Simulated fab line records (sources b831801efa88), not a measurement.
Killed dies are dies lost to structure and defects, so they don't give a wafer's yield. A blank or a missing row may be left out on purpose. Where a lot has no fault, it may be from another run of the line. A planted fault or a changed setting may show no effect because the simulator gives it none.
Struck lot and sound lot, side by side / flow gf180mcu / 38 steps out of a route of 602
Sound: these wafers, L565.2, L565.3, L565.5. Wafers struck: L557.1, L557.3, L557.6. At the end, the cause is stated.
At each step with rows: each side's tool, then ch and its chambers, then its first start. Under that, the readings that differ: sound wafers / struck wafers / difference of the means / sigmas: that difference in standard deviations of wafers without a fault.
alike: words and numbers the same on both sides, and readings whose means are apart by under 2 such deviations; not compared: readings that were withheld, readings missing a value for some wafer, numbers with overlapping values and no deviation given by the record, and bounds like >300 which may hide the same value.
A row with sigmas, a row that says differs or no value, or rows on one side alone: a step with any of these is where the two part. When numbers do not overlap yet have no deviation, they are printed without sigmas and do not part them. A reading missing from all wafers of one side parts the sides only when that side holds two or more wafers.

first, 5 steps without rows for these wafers: GF_HV_LDD_COAT_14 (resist thk 1000 nm); GF_HV_LDD_SOFTBAKE_15 (time 60 s); GF_HV_LDD_EXPOSE_16 (exposes mask Pplus LV AREA, target cd 400 nm); GF_HV_LDD_PEB_17; GF_HV_LDD_DEVELOP_18 (develop time 60 s).
GF_HV_LDD_CD_MEAS_19: the cd target is 400 nm.
  sound on cd_sem-02, day 16 01:54; struck on cd_sem-01, day 12 23:52
  alike: cd_nm
GF_HV_LDD_OVL_MEAS_20:
  sound on overlay-02, day 16 02:00; struck on overlay-01, day 12 23:59
  alike: HV_LDD_01_OVL
next, for these wafers, 1 step has no rows: GF_HV_LDD_IMPLANT_21.
GF_HV_LDD_STRIP_22: strips in O2/N2.
  sound on plasma_asher-04 ch 0,1, day 16 02:11; struck on plasma_asher-04 ch 0,1, day 13 00:10
  alike: drypump_motor_current_A, heater_power_w, o2_flow_sccm, oes_product_au, strip_time_to_endpoint_s
  not compared: rf_hours_counter_h
GF_HV_LDD_TW_MEAS_23:
  sound on film_metro-04, day 16 02:17; struck on film_metro-04, day 13 00:16
  alike: HV_LDD_2_TW
then, 2 steps without rows for these wafers: GF_HV_LDD_DEHYDRATE_24 (time 60 s); GF_HV_LDD_HMDS_25 (prime time 60 s).
GF_HV_LDD_COAT_26: resist thk 1000 nm.
  struck on litho_track-04, day 13 09:41; sound on litho_track-01 ch 0, day 16 12:26
  no value came back on the struck wafers for chill_plate_temp_C (C), dispense_pressure_kPa (kPa); on the sound wafers chill_plate_temp_C (C) reads 22.98 23.07 23.00
then, 4 steps without rows for these wafers: GF_HV_LDD_SOFTBAKE_27 (time 60 s); GF_HV_LDD_EXPOSE_28 (exposes mask Nplus HV AREA, target cd 400 nm); GF_HV_LDD_PEB_29; GF_HV_LDD_DEVELOP_30 (develop time 60 s).
GF_HV_LDD_CD_MEAS_31: the cd target is 400 nm.
  sound on cd_sem-02, day 16 23:58; struck on cd_sem-01, day 13 20:02
reading=cd_nm (nm); sound=401.5 401.6 399.9; struck=- - -; difference=no value on the struck wafers; sigmas=
GF_HV_LDD_OVL_MEAS_32:
  sound on overlay-01, day 17 00:05; struck on overlay-02, day 13 20:10
reading=HV_LDD_02_OVL (nm); sound=-2.2 -2.6 -1.5; struck=- - -; difference=no value on the struck wafers; sigmas=
then, 4 steps without rows for these wafers: GF_HV_LDD_IMPLANT_33; GF_HV_LDD_IMPLANT_34; GF_HV_LDD_IMPLANT_35; GF_HV_LDD_IMPLANT_36.
GF_HV_LDD_STRIP_37: strips in O2/N2.
  sound on plasma_asher-03 ch 0, day 17 00:43; struck on plasma_asher-02 ch 1, day 13 20:47
  no value came back on the struck wafers for oes_product_au (a.u.), strip_time_to_endpoint_s (s); on the sound wafers oes_product_au (a.u.) reads 0.714 0.719 0.722
reading=heater_power_w (W); sound=280 288 288; struck=362 355 366; difference=+76; sigmas=+3
  alike: drypump_motor_current_A, o2_flow_sccm
  not compared: rf_hours_counter_h
GF_HV_LDD_TW_MEAS_38:
  sound on film_metro-04, day 17 00:49; struck on film_metro-01, day 13 20:53
  alike: HV_LDD_3_TW
then, 7 steps without rows for these wafers: GF_HV_LDD_DEHYDRATE_39 (time 60 s); GF_HV_LDD_HMDS_40 (prime time 60 s); GF_HV_LDD_COAT_41 (resist thk 1000 nm); GF_HV_LDD_SOFTBAKE_42 (time 60 s); GF_HV_LDD_EXPOSE_43 (exposes mask Pplus HV AREA, target cd 400 nm); GF_HV_LDD_PEB_44; GF_HV_LDD_DEVELOP_45 (develop time 60 s).
GF_HV_LDD_CD_MEAS_46: the cd target is 400 nm.
  sound on cd_sem-02, day 17 23:09; struck on cd_sem-02, day 14 17:55
reading=cd_nm (nm); sound=401.0 399.6 395.6; struck=404.1 401.8 405.6; difference=+5.1; sigmas=+2
GF_HV_LDD_OVL_MEAS_47:
  sound on overlay-02, day 17 23:15; struck on overlay-02, day 14 18:02
  alike: HV_LDD_03_OVL
next, for these wafers, 1 step has no rows: GF_HV_LDD_IMPLANT_48.
GF_HV_LDD_STRIP_49: strips in O2/N2.
  sound on plasma_asher-02 ch 1, day 17 23:26; struck on plasma_asher-03 ch 0, day 14 18:13
reading=heater_power_w (W); sound=349 367 351; struck=293 280 289; difference=-68; sigmas=-3
  alike: drypump_motor_current_A, o2_flow_sccm, oes_product_au, strip_time_to_endpoint_s
  not compared: rf_hours_counter_h
GF_HV_LDD_TW_MEAS_50:
  sound on film_metro-01, day 17 23:32; struck on film_metro-01, day 14 18:32
reading=HV_LDD_4_TW; sound=576.2 575.5 571.3; struck=1464.9 1475.1 1473.8; difference=+896.9; sigmas=+99 or more
  not compared: hold
next, for these wafers, 1 step has no rows: GF_PASSIVATION_PROBE_99.

== WHERE THEY PART ==
At GF_HV_LDD_COAT_26 first; at GF_HV_LDD_TW_MEAS_50 last (within this record only).

WHY: the cause the simulator had injected
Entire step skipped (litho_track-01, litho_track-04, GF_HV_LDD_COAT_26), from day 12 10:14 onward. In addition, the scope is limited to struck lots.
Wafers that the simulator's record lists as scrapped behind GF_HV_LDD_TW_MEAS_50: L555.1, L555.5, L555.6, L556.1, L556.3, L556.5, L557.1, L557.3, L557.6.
